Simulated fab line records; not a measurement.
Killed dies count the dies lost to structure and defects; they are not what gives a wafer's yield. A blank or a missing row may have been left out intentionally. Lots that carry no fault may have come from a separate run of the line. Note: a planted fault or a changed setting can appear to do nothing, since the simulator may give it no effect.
Comparing a struck lot with a sound one || flow gf180mcu || 18 steps out of a route of 602
Sound: the wafers L241.3, L241.4, L241.6. Struck: wafer L258.2 (L258.4, L258.6, from the same lot, were not struck and are left out); the cause is given at the end.
For every step that has rows: the tool of each side, followed by ch and its chambers, followed by its first start. Under that, the readings that differ: sound wafers || struck wafers || difference of the means || sigmas: that difference in standard deviations of wafers without a fault.
alike: a reading whose means differ by less than 2 such deviations, as well as words and numbers matching on both sides. not compared: withheld readings; readings where some wafer has no value; bounds like >300 that might hide an equal value; numbers whose values overlap and for which the record gives no deviation.
A row with sigmas, a row that says differs or no value, or rows on one side alone: a step with any of these is where the two part. When numbers do not overlap yet have no deviation, they are printed without sigmas and do not part them. A reading missing from all wafers of one side parts the sides only when that side holds two or more wafers.

first, 3 steps without rows for these wafers: GF_V2_EXPOSE_11 (exposes mask Via2, target cd 260 nm); GF_V2_PEB_12 (peb time 90 s); GF_V2_DEVELOP_13 (develop time 60 s).
GF_V2_CD_MEAS_14: target cd 260 nm.
  struck on cdSem-02, day 27 06:04; sound on cdSem-02, day 21 07:20
  alike: cdNm
GF_V2_OVL_MEAS_15:
  struck on overlay-01, day 27 06:11; sound on overlay-01, day 21 07:26
  alike: V2_OVL
GF_V2_ETCH_16: etches BARC in N2/H2.
  sound on rieDiel-01 ch 0,3, day 21 07:27; struck on rieDiel-01 ch 0, day 27 06:13
  alike: drypumpMotorCurrentA, oesProductAu, rfFwdPowerW, throttleValvePct
GF_V2_ETCH_17: etches SiO2 in C4F8/O2/Ar, stops on TiN, target depth 630 nm.
  sound: rieDiel-01 ch 0,3; struck: rieDiel-01 ch 0
{"reading": "oesProductAu (a.u.)", "sound": "0.858 0.863 0.854", "struck": 0.845, "difference": -0.013, "sigmas": -3}
  alike: rfFwdPowerW
GF_V2_STRIP_18: strips in O2/N2.
  sound on plasmaAsher-01 ch 0,1, day 21 07:37; struck on plasmaAsher-04 ch 0, day 27 06:20
{"reading": "oesProductAu (a.u.)", "sound": "0.587 0.588 0.583", "struck": 0.597, "difference": "+0.011", "sigmas": "+3"}
{"reading": "rfHoursCounterH (h)", "sound": "- - -", "struck": 20, "difference": "no value on the sound wafers", "sigmas": ""}
  alike: drypumpMotorCurrentA, heaterPowerW
then, 3 steps without rows for these wafers: GF_V2_STRIP_19 (strips in post etch residue remover, time 1200 s); GF_V2_CLEAN_20 (cleans in DIW); GF_V2_SPUTTER_21 (material Ti, target thk 15 nm, time 80.02 s).
GF_V2_SPUTTER_22: material TiN, target thk 10 nm, time 40 s.
  struck on pvdSputter-02, day 27 06:56; sound on pvdSputter-02, day 21 08:13
  alike: throttleValvePct
GF_V2_CVD_23: deposits W, target thk 350 nm, time 104.94 s.
  sound on cvdW-02 ch 0,1, day 21 08:17; struck on cvdW-01 ch 0, day 27 06:59
{"reading": "model.W_of_V2_CVD_23.thkNm (nm)", "sound": "358.1 356.5 357.6", "struck": 264.6, "difference": -92.8, "sigmas": ""}
  alike: heaterPowerW
GF_V2_RS_MEAS_24: a four-point-probe measurement.
  struck on filmMetro-03, day 27 07:33; sound on filmMetro-02, day 21 08:24
{"reading": "V2_W_RS (ohm/sq)", "sound": "0.320 0.322 0.321", "struck": 0.433, "difference": "+0.112", "sigmas": "+36"}
  not compared: hold
GF_V2_THK_MEAS_25: measures by xrf.
  struck on filmMetro-03, day 27 13:58; sound on filmMetro-02, day 21 08:30
{"reading": "V2_W_THK (nm)", "sound": "349 345 347", "struck": 259, "difference": -88, "sigmas": -18}
  not compared: hold
GF_V2_CMP_26: polishes, stops on SiO2, t overpolish 15 s, target thk 0 nm.
  sound on cmp-01 ch 1,2,3, day 21 08:32; struck on cmp-01 ch 2, day 27 19:26
{"reading": "hold", "sound": "- - -", "struck": "awaitDispo/5.4h/release", "difference": "no value on the sound wafers", "sigmas": ""}
{"reading": "timeToEndpointS (s)", "sound": "87 91 90", "struck": 60, "difference": -29, "sigmas": -7}
  alike: motorCurrentA
GF_M3_SPUTTER_00: material Ti, target thk 37.5 nm, time 150 s.
  struck on pvdSputter-04, day 27 23:52; sound on pvdSputter-01, day 21 08:50
  alike: throttleValvePct
after that, 1 step had no rows for these wafers: GF_PASSIVATION_PROBE_99.

## WHERE THEY PART
Last at GF_V2_CMP_26 as far as this record goes, first at GF_V2_ETCH_17. Later steps at which nothing parts them and some readings are alike: GF_M3_SPUTTER_00.

WHY: what had been put in by the simulator
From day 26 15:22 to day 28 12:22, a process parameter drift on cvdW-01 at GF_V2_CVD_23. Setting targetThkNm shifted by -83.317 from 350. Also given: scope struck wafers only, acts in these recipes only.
